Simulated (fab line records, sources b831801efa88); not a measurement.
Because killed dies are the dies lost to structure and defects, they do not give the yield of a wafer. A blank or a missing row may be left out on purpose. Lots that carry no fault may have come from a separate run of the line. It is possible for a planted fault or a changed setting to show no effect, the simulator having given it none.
Matching of chambers :: flow gf180mcu :: 4 sister chambers for GF_SAB_ETCH_11 on rie-diel-01
The step etches SiO2 in C4F8/O2/Ar, target depth 55 nm, time 8.5 s. 4 wafers are shown with their chamber, then 7 later ones without.

WAFERS, EACH WITH ITS CHAMBER
wafer: L094.1
chamber: 0
oes-product-au (a.u.): 0.991

wafer: L094.2
chamber: 1
oes-product-au (a.u.): 0.992

wafer: L094.4
chamber: 3
oes-product-au (a.u.): 0.994

wafer: L094.5
chamber: 2
oes-product-au (a.u.): 0.994

WAFERS WHOSE CHAMBER IS MISSING
wafer: L094.6
oes-product-au (a.u.): 0.995

wafer: L095.1
oes-product-au (a.u.): 0.991

wafer: L095.2
oes-product-au (a.u.): 0.993

wafer: L095.3
oes-product-au (a.u.): 1.004

wafer: L095.4
oes-product-au (a.u.): 0.987

wafer: L095.5
oes-product-au (a.u.): 0.998

wafer: L095.6
oes-product-au (a.u.): 0.988

CHAMBER TAKEN BY EACH
wafer: L094.6
from the rows above: can't be placed: 2 or 3 or 1 or 0
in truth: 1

wafer: L095.1
from the rows above: can't be placed: 0 or 1 or 2 or 3
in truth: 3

wafer: L095.2
from the rows above: can't be placed: 1 or 2 or 3 or 0
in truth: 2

wafer: L095.3
from the rows above: can't be placed: 2 or 3 or 1 or 0
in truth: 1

wafer: L095.4
from the rows above: can't be placed: 0 or 1 or 2 or 3
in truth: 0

wafer: L095.5
from the rows above: can't be placed: 2 or 3 or 1 or 0
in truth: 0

wafer: L095.6
from the rows above: can't be placed: 0 or 1 or 2 or 3
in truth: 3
Placed correctly: 0 of 7. These rows do not allow placing 7 (true chamber among the candidates in 7). Number placed wrongly: 0.
How it was worked out, from the rows above alone: a wafer's distance from a chamber is the root of the sum, over the readings, of the square of ((its reading less the chamber's mean) divided by the reading's scatter). If the next closest chamber is less than 2 further off than the closest, the wafer can't be placed; otherwise it belongs to the closest. Each chamber's mean is taken over the wafers shown for it. The scatter: with one shown wafer a chamber, the root of the mean of the squares of how far each hidden wafer lies from its nearest shown one.
